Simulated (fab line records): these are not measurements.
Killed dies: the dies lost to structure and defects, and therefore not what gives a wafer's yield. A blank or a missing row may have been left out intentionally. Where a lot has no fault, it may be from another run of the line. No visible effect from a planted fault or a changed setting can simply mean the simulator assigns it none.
fab line records    flow sky130
[record] lots = 12  wafers = 35  lastDay = 49
route steps=708 shown METAL4@602 VIA4@639 PAD_OPEN@708
lots that met no fault: from a run of the same line without faults
startH: hours from the record's opening day to when the first of the lot's shown wafers began    waitH: time in hours since the lot's previous step    " identical to the entry in the row above    L1.1+2: several wafers, shown together as one row    - no value present, or no start provided    * or withheld: withheld    < > ~ a bound
route shown NAME@n: a module of which the file shows steps, and the number in the route of the first    usual: mean and standard deviation over wafers with no fault    same: alike in all rows    chamber/n: place in a boat    sites: each site's reading    _std_site: their standard deviation    _edge_site: outer sites' mean less inner sites'    radiusMm: how far each site lies from the wafer's centre    mask NAME#n: copy n    behind: the tool/chamber that last shaped the wafer    hold: cause of the lot's hold/its duration in hours/its outcome    device: names the non-switching transistor (n, p or np)    end of line: the route-end tests of the same wafers    a step without rows: its recipe alone    killed: dies lost to structure and defects at the first sort, not the wafer's yield    map: a wafer's dies, x killed, . not, _ none there
set.NAME: the run value of the setting; set.NAME@STEP: its run value at that earlier step    model.NAME: the simulator's own value behind a step, which no gauge read
route steps across a sampled set of lots; one table per step, one row per wafer
services: the hour from which a tool's chamber was out of use, counted from the record's first day as startH (under 0 if before that day), plus the number of hours and why
[[steps]]
[step SKY_METAL4_SPUTTER_04]
[recipe] material = TiN  targetThkNm = 70  powerW = 6500  timeS = 58.3  chamberPressurePa = 0.4
[usual] throttleValvePct = 29.6/0.9
[same] timeS = 58.3
lot.wafer  tool           chamber  startH   waitH  throttleValvePct
L104.1     pvdSputter-04  -        923.93   0.0    28.9
L104.5     "              -        "        "      30.2
L104.6     "              -        "        "      28.7
L106.1     pvdSputter-02  -        961.17   0.0    29.1
L106.4     "              -        "        "      30.9
L106.5     "              -        "        "      30.8
L107.1     pvdSputter-01  -        964.10   0.0    29.0
L107.2     "              -        "        "      30.5
L107.4     "              -        "        "      28.7
L108.1     pvdSputter-01  -        1034.48  0.0    28.6
L108.2     "              -        "        "      28.9
L108.4     "              -        "        "      30.7
L110.2     pvdSputter-02  -        1035.87  0.0    29.1
L110.3     "              -        "        "      31.1
L110.4     "              -        "        "      29.8
L113.1     pvdSputter-01  -        1036.78  0.0    28.9
L113.4     "              -        "        "      28.2
L113.5     "              -        "        "      28.3
L114.2     pvdSputter-01  -        1038.14  0.0    28.8
L114.3     "              -        "        "      30.6
L114.4     "              -        "        "      28.7
L116.3     pvdSputter-04  -        1039.41  0.0    28.7
L116.4     "              -        "        "      29.7
L119.1     pvdSputter-01  -        1044.87  0.0    30.6
L119.2     "              -        "        "      28.6
L119.5     "              -        "        "      28.6
L122.1     pvdSputter-01  -        1046.41  0.0    30.7
L122.3     "              -        "        "      28.5
L122.4     "              -        "        "      28.7
L124.1     pvdSputter-01  -        1054.36  0.0    30.1
L124.3     "              -        "        "      28.7
L124.6     "              -        "        "      30.8
L125.1     pvdSputter-01  -        1056.11  0.0    28.9
L125.4     "              -        "        "      28.7
L125.5     "              -        "        "      30.4
[step SKY_VIA4_HDPCVD_00]
[recipe] material = SiO2  targetThkNm = 1750  sigmaOpenFrac = 0.3  timeS = 291.7  tempC = 400  sih4FlowSccm = 60  pressureMtorr = 6
[usual] runLengthS = 319.8/0.47
lot.wafer  tool       chamber  startH   waitH  runLengthS
L104.1     hdpcvd-01  1        973.83   0.0    319.3
L104.5     "          0        "        "      319.9
L104.6     "          1        "        "      319.8
L106.1     hdpcvd-01  2        1008.47  0.0    320.4
L106.4     "          2        "        "      320.2
L106.5     "          0        "        "      319.5
L107.1     hdpcvd-01  2        1011.50  0.0    320.4
L107.2     "          1        "        "      319.4
L107.4     "          1        "        "      319.7
L108.1     hdpcvd-02  2        1078.92  0.0    318.8
L108.2     "          1        "        "      320.1
L108.4     "          2        "        "      319.3
L110.2     hdpcvd-02  2        1080.37  0.0    319.6
L110.3     "          1        "        "      320.6
L110.4     "          0        "        "      319.3
L113.1     hdpcvd-01  1        1081.28  0.0    319.7
L113.4     "          1        "        "      319.2
L113.5     "          0        "        "      319.9
L114.2     hdpcvd-02  0        1082.32  0.0    319.7
L114.3     "          2        "        "      319.5
L114.4     "          2        "        "      305.5
L116.3     hdpcvd-02  1        1084.18  0.0    320.4
L116.4     "          2        "        "      305.3
L119.1     hdpcvd-01  0        1089.89  0.0    319.2
L119.2     "          1        "        "      319.3
L119.5     "          0        "        "      319.5
L122.1     hdpcvd-01  2        1090.47  0.0    320.0
L122.3     "          0        "        "      320.0
L122.4     "          1        "        "      319.4
L124.1     hdpcvd-01  1        1097.32  0.0    319.4
L124.3     "          0        "        "      319.5
L124.6     "          0        "        "      319.2
L125.1     hdpcvd-01  2        1099.18  0.0    319.9
L125.4     "          0        "        "      319.6
L125.5     "          2        "        "      320.7
[step SKY_VIA4_THK_MEAS_01]
[recipe] reads = SiO2_of_VIA4_HDPCVD_00
[usual] VIA4_HDPCVD_THK = 1762/19
lot.wafer  tool          chamber  startH   waitH  VIA4_HDPCVD_THK[nm]
L104.1     filmMetro-03  -        974.01   0.1    1769
L104.5     "             -        "        "      1753
L104.6     "             -        "        "      1754
L106.1     filmMetro-03  -        1008.65  0.1    1758
L106.4     "             -        "        "      1740
L106.5     "             -        "        "      1773
L107.1     filmMetro-01  -        1011.77  0.2    1729
L107.2     "             -        "        "      1747
L107.4     "             -        "        "      1774
L108.1     filmMetro-02  -        1079.10  0.1    1786
L108.2     "             -        "        "      1750
L108.4     "             -        "        "      1791
L110.2     filmMetro-03  -        1080.56  0.1    1760
L110.3     "             -        "        "      1755
L110.4     "             -        "        "      1772
L113.1     filmMetro-03  -        1081.46  0.1    1762
L113.4     "             -        "        "      1769
L113.5     "             -        "        "      1768
L114.2     filmMetro-02  -        1082.50  0.1    1749
L114.3     "             -        "        "      1788
L114.4     "             -        "        "      1701
L116.3     filmMetro-01  -        1084.38  0.1    1753
L116.4     "             -        "        "      1725
L119.1     filmMetro-01  -        1090.07  0.1    1743
L119.2     "             -        "        "      1759
L119.5     "             -        "        "      1765
L122.1     filmMetro-03  -        1090.64  0.1    1740
L122.3     "             -        "        "      1761
L122.4     "             -        "        "      1748
L124.1     filmMetro-02  -        1097.49  0.1    1777
L124.3     "             -        "        "      1752
L124.6     "             -        "        "      1750
L125.1     filmMetro-03  -        1099.36  0.1    1730
L125.4     "             -        "        "      1771
L125.5     "             -        "        "      1739
[step SKY_VIA4_BOW_MEAS_03]
[recipe] mode = bow
[usual] VIA4_BOW = 80/8.6
lot.wafer  tool          chamber  startH   waitH  VIA4_BOW[um]
L104.1     filmMetro-03  -        974.37   0.2    79
L104.5     "             -        "        "      78
L104.6     "             -        "        "      91
L106.1     filmMetro-02  -        1009.01  0.2    86
L106.4     "             -        "        "      88
L106.5     "             -        "        "      81
L107.1     filmMetro-02  -        1012.35  0.1    66
L107.2     "             -        "        "      76
L107.4     "             -        "        "      62
L108.1     filmMetro-01  -        1079.46  0.2    84
L108.2     "             -        "        "      78
L108.4     "             -        "        "      94
L110.2     filmMetro-01  -        1080.93  0.1    80
L110.3     "             -        "        "      77
L110.4     "             -        "        "      69
L113.1     filmMetro-03  -        1081.82  0.2    89
L113.4     "             -        "        "      79
L113.5     "             -        "        "      80
L114.2     filmMetro-01  -        1082.87  0.2    78
L114.3     "             -        "        "      82
L114.4     "             -        "        "      73
L116.3     filmMetro-03  -        1084.88  0.2    47
L116.4     "             -        "        "      73
L119.1     filmMetro-01  -        1090.43  0.2    87
L119.2     "             -        "        "      85
L119.5     "             -        "        "      79
L122.1     filmMetro-03  -        1091.01  0.1    84
L122.3     "             -        "        "      86
L122.4     "             -        "        "      81
L124.1     filmMetro-01  -        1097.85  0.2    82
L124.3     "             -        "        "      82
L124.6     "             -        "        "      92
L125.1     filmMetro-02  -        1099.72  0.2    83
L125.4     "             -        "        "      85
L125.5     "             -        "        "      87
[step SKY_VIA4_SPUTTER_17]
[recipe] material = TiN  targetThkNm = 20  chamberPressurePa = 5  powerW = 4000  timeS = 80
[usual] throttleValvePct = 29.9/1.1
[same] timeS = 80
lot.wafer  tool           chamber  startH   waitH  throttleValvePct
L104.1     pvdSputter-01  -        997.43   0.0    28.7
L104.5     "              -        "        "      28.9
L104.6     "              -        "        "      30.4
L106.1     pvdSputter-02  -        1032.02  0.0    30.7
L106.4     "              -        "        "      30.7
L106.5     "              -        "        "      30.7
L107.1     pvdSputter-03  -        1036.16  0.0    31.8
L107.2     "              -        "        "      31.4
L107.4     "              -        "        "      31.6
L108.1     pvdSputter-01  -        1100.29  0.0    28.9
L108.2     "              -        "        "      30.5
L108.4     "              -        "        "      28.9
L110.2     pvdSputter-03  -        1101.45  0.0    31.3
L110.3     "              -        "        "      29.8
L110.4     "              -        "        "      31.2
L113.1     pvdSputter-01  -        1102.27  0.0    29.0
L113.4     "              -        "        "      30.4
L113.5     "              -        "        "      28.6
L114.2     pvdSputter-02  -        1103.31  0.0    30.9
L114.3     "              -        "        "      29.8
L114.4     "              -        "        "      31.1
L116.3     pvdSputter-01  -        1105.54  0.0    28.8
L116.4     "              -        "        "      29.0
L119.1     pvdSputter-01  -        1111.47  0.0    30.6
L119.2     "              -        "        "      28.7
L119.5     "              -        "        "      29.0
L122.1     pvdSputter-02  -        1112.18  0.0    28.9
L122.3     "              -        "        "      30.6
L122.4     "              -        "        "      30.0
L124.1     pvdSputter-02  -        1118.12  0.0    29.8
L124.3     "              -        "        "      30.7
L124.6     "              -        "        "      31.0
L125.1     pvdSputter-03  -        1120.61  0.0    31.4
L125.4     "              -        "        "      32.0
L125.5     "              -        "        "      30.0
[step SKY_PAD_OPEN_PROBE_99]
[usual] defectLimitedYield = 82.8/2  killed_at_M0_to_M3 = 42/7.3  killed_at_M4_up = 3.4/2  killedAtContacts = 24/5.8  killedAtFrontEnd = 15/4.6  killedAtOther = 0.3/0.62  killedDies = 84/9.8  killedOpen = 47/6.9  killedShort = 38/6.3  sort_bin_3_pad_short = 0.8/0.38  sort_bin_5_function = 10.2/1.5  sort_bin_6_memory = 6.2/1.1  sortNPass = 408/9.8  sortYieldPct = 82.8/2
[same] grossDies = 492  killedAtBackSide = 0  sort_bin_4_leakage[%] = 0  sort_bin_8_speed[%] = 0
lot.wafer  tool       chamber  startH   waitH  defectLimitedYield[%]  killed_at_M0_to_M3  killed_at_M4_up  killedAtContacts  killedAtFrontEnd  killedAtOther  killedDies  killedOpen  killedShort  sort_bin_3_pad_short[%]  sort_bin_5_function[%]  sort_bin_6_memory[%]  sortNPass  sortYieldPct[%]
L110.2     prober-01  -        1165.92  0.1    85.0                   36                  1                25                12                0              74          41          33           0.6                      8.3                     6.1                   418        85.0
L110.3     prober-01  -        1165.97  0.2    81.3                   40                  6                26                19                1              92          48          44           0.6                      12.0                    6.1                   400        81.3
L110.4     prober-01  -        1166.02  0.2    80.7                   46                  4                32                13                0              95          55          40           1.2                      13.2                    4.9                   397        80.7
L113.1     prober-01  -        1167.37  0.1    82.5                   40                  4                25                17                0              86          39          47           1.2                      10.0                    6.3                   406        82.5
L113.4     prober-01  -        1167.52  0.2    84.6                   28                  6                22                19                1              76          41          35           0.4                      9.6                     5.5                   416        84.6
L113.5     prober-01  -        1167.57  0.2    80.7                   52                  0                25                18                0              95          50          45           1.2                      11.6                    6.5                   397        80.7
L114.2     prober-01  -        1168.25  0.1    82.7                   39                  2                29                15                0              85          51          34           0.8                      10.4                    6.1                   407        82.7
L114.3     prober-01  -        1168.30  0.2    85.8                   32                  3                29                6                 0              70          38          32           0.6                      8.1                     5.5                   422        85.8
L114.4     prober-01  -        1168.35  0.2    81.9                   41                  1                33                14                0              89          56          33           0.6                      11.4                    6.1                   403        81.9
L116.4     prober-01  -        1170.52  0.2    84.1                   33                  2                34                9                 0              78          49          29           0.6                      10.8                    4.5                   414        84.1
L119.1     prober-02  -        1175.91  0.1    84.8                   34                  6                25                9                 1              75          47          27           0.6                      10.8                    3.9                   417        84.8
L119.2     prober-02  -        1175.96  0.1    83.9                   36                  4                23                16                0              79          50          29           0.2                      8.5                     7.3                   413        83.9
L119.5     prober-02  -        1176.11  0.2    83.5                   41                  5                27                8                 0              81          41          40           1.2                      10.4                    4.9                   411        83.5
L122.1     prober-01  -        1177.07  0.1    79.5                   49                  6                35                11                0              101         59          42           1.0                      10.4                    9.1                   391        79.5
L122.3     prober-01  -        1177.17  0.2    82.7                   50                  2                19                14                0              85          42          43           0.4                      10.6                    6.3                   407        82.7
L122.4     prober-01  -        1177.22  0.2    80.5                   44                  2                25                25                0              96          59          37           0.6                      12.2                    6.7                   396        80.5
// killed by level:class
L110.2 VIA1:geometricParticle:open=14 CONTACT:geometricParticle:open=6 LI_CONTACT:geometricParticle:open=6 METAL2:geometricParticle:short=6 CONTACT:geometricParticle:short=5 FIELD_ISO:geometricParticle:open=4 FIELD_ISO:geometricParticle:short=3 METAL1:geometricParticle:short=3
L110.3 CONTACT:geometricParticle:open=10 VIA1:geometricParticle:open=9 LI_CONTACT:geometricParticle:open=6 METAL1:geometricParticle:short=6 VIA1:geometricParticle:short=6 CONTACT:geometricParticle:short=5 FIELD_ISO:geometricParticle:short=4 POLY_GATE:geometricParticle:short=4
L110.4 VIA1:geometricParticle:open=11 CONTACT:geometricParticle:short=11 VIA3:geometricParticle:open=9 CONTACT:geometricParticle:open=7 LI_CONTACT:geometricParticle:open=6 VIA2:geometricParticle:open=5 FIELD_ISO:geometricParticle:open=4 POLY_GATE:geometricParticle:short=4
L113.1 CONTACT:geometricParticle:open=10 METAL2:geometricParticle:short=9 POLY_GATE:geometricParticle:open=7 VIA1:geometricParticle:open=7 METAL1:geometricParticle:short=6 LOCAL_INTERCONNECT:geometricParticle:short=5 CONTACT:geometricParticle:short=5 VIA1:geometricParticle:short=5
L113.4 CONTACT:geometricParticle:short=8 FIELD_ISO:geometricParticle:open=7 LI_CONTACT:geometricParticle:open=7 CONTACT:geometricParticle:open=7 POLY_GATE:geometricParticle:open=5 METAL4:geometricParticle:short=5 FIELD_ISO:geometricParticle:short=4 METAL1:geometricParticle:short=4
L113.5 VIA1:geometricParticle:open=15 POLY_GATE:geometricParticle:open=8 CONTACT:geometricParticle:open=8 VIA2:geometricParticle:open=6 POLY_GATE:geometricParticle:short=5 LI_CONTACT:geometricParticle:open=5 METAL2:geometricParticle:short=5 LOCAL_INTERCONNECT:geometricParticle:short=5
L114.2 CONTACT:geometricParticle:open=12 VIA1:geometricParticle:open=11 CONTACT:geometricParticle:short=6 VIA2:geometricParticle:open=6 FIELD_ISO:geometricParticle:open=5 VIA3:geometricParticle:open=5 VIA1:geometricParticle:short=5 LI_CONTACT:geometricParticle:short=4
L114.3 CONTACT:geometricParticle:open=12 CONTACT:geometricParticle:short=6 VIA1:geometricParticle:open=6 LI_CONTACT:geometricParticle:open=5 VIA2:geometricParticle:short=5 VIA2:geometricParticle:open=4 METAL2:geometricParticle:short=4 FIELD_ISO:geometricParticle:open=3
L114.4 LI_CONTACT:geometricParticle:open=9 VIA2:geometricParticle:open=9 CONTACT:geometricParticle:open=8 VIA1:geometricParticle:open=7 LOCAL_INTERCONNECT:geometricParticle:short=7 CONTACT:geometricParticle:short=5 METAL1:geometricParticle:short=5 VIA3:geometricParticle:open=5
L116.4 LI_CONTACT:geometricParticle:open=14 VIA1:geometricParticle:open=14 CONTACT:geometricParticle:short=7 CONTACT:geometricParticle:open=5 METAL3:geometricParticle:short=4 SPACER:geometricParticle:short=3 LI_CONTACT:geometricParticle:short=3 LOCAL_INTERCONNECT:geometricParticle:open=3
L119.1 CONTACT:geometricParticle:open=10 LI_CONTACT:geometricParticle:open=8 VIA1:geometricParticle:open=7 VIA3:geometricParticle:open=7 VIA2:geometricParticle:open=6 LOCAL_INTERCONNECT:geometricParticle:short=5 METAL4:geometricParticle:short=5 POLY_GATE:geometricParticle:open=3
L119.2 VIA1:geometricParticle:open=11 CONTACT:geometricParticle:open=9 VIA2:geometricParticle:open=8 FIELD_ISO:geometricParticle:open=6 METAL2:geometricParticle:short=6 LI_CONTACT:geometricParticle:open=5 VIA1:geometricParticle:short=5 POLY_GATE:geometricParticle:open=4
L119.5 CONTACT:geometricParticle:open=11 VIA3:geometricParticle:open=11 LOCAL_INTERCONNECT:geometricParticle:short=8 CONTACT:geometricParticle:short=6 VIA1:geometricParticle:open=6 VIA2:geometricParticle:open=6 FIELD_ISO:geometricParticle:short=4 METAL1:geometricParticle:short=4
L122.1 LI_CONTACT:geometricParticle:open=13 VIA1:geometricParticle:open=13 CONTACT:geometricParticle:open=8 CONTACT:geometricParticle:short=6 VIA2:geometricParticle:open=6 VIA3:geometricParticle:open=6 VIA3:geometricParticle:short=5 LOCAL_INTERCONNECT:geometricParticle:short=4
L122.3 VIA1:geometricParticle:open=12 VIA1:geometricParticle:short=9 VIA3:geometricParticle:open=7 LI_CONTACT:geometricParticle:open=5 VIA2:geometricParticle:open=5 METAL3:geometricParticle:short=5 CONTACT:geometricParticle:short=4 CONTACT:geometricParticle:open=4
L122.4 CONTACT:geometricParticle:open=12 VIA1:geometricParticle:open=11 VIA3:geometricParticle:open=9 FIELD_ISO:geometricParticle:open=8 VIA2:geometricParticle:open=6 FIELD_ISO:geometricParticle:short=6 METAL2:geometricParticle:short=6 POLY_GATE:geometricParticle:open=5
[[services]]
tool           chamber  startH   hours  kind
pvdSputter-02  1        911.35   -      consumableReplace:kit
pvdSputter-02  1        911.35   18.0   scheduledDown
pvdSputter-02  1        911.35   18.0   ventCycle
pvdSputter-03  -        946.46   7.9    repair
pvdSputter-01  -        946.49   1.5    repair
hdpcvd-02      -        947.64   1.5    repair
hdpcvd-02      -        950.25   15.0   pm
hdpcvd-02      0        950.25   15.0   ventCycle
pvdSputter-01  0        958.13   -      consumableReplace:kit
pvdSputter-01  0        958.13   18.0   scheduledDown
pvdSputter-01  0        958.13   18.0   ventCycle
hdpcvd-02      -        966.56   6.0    pm
hdpcvd-02      0        977.25   5.2    repair
pvdSputter-02  -        982.26   3.6    repair
hdpcvd-01      -        984.00   0.6    repair
pvdSputter-03  -        995.95   31.0   repair
pvdSputter-04  -        1020.20  3.7    repair
pvdSputter-02  -        1054.30  2.3    repair
pvdSputter-02  -        1061.65  1.5    repair
hdpcvd-02      0        1095.34  4.6    repair
pvdSputter-02  0        1110.63  -      consumableReplace:kit
pvdSputter-02  0        1110.63  18.0   scheduledDown
pvdSputter-02  0        1110.63  18.0   ventCycle
pvdSputter-01  -        1116.66  6.5    repair
[[key]]
[firstSign] step = SKY_VIA4_HDPCVD_00  reading = runLengthS  direction = down  sigmas = 30  usual = *  struck = *
[effect] step = SKY_VIA4_THK_MEAS_01  reading = VIA4_HDPCVD_THK  direction = down  sigmas = 2.6  usual = 1762  struck = 1713
metAt SKY_VIA4_HDPCVD_00
struckLots L114,L116
struckWafers L114.4,L116.4
notActingAt SKY_METAL4_SPUTTER_04,SKY_VIA4_BOW_MEAS_03,SKY_VIA4_SPUTTER_17
onsetBetween 1080.37 1082.32
[fault] kind = processParameterDrift  tool = hdpcvd-02  chamber = -  onsetH = 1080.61  steps = SKY_VIA4_HDPCVD_00  channel = timeS  offset = *  shape = step  endH = 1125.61  scope = struckWafersOnly  actsIn = *  stated = *
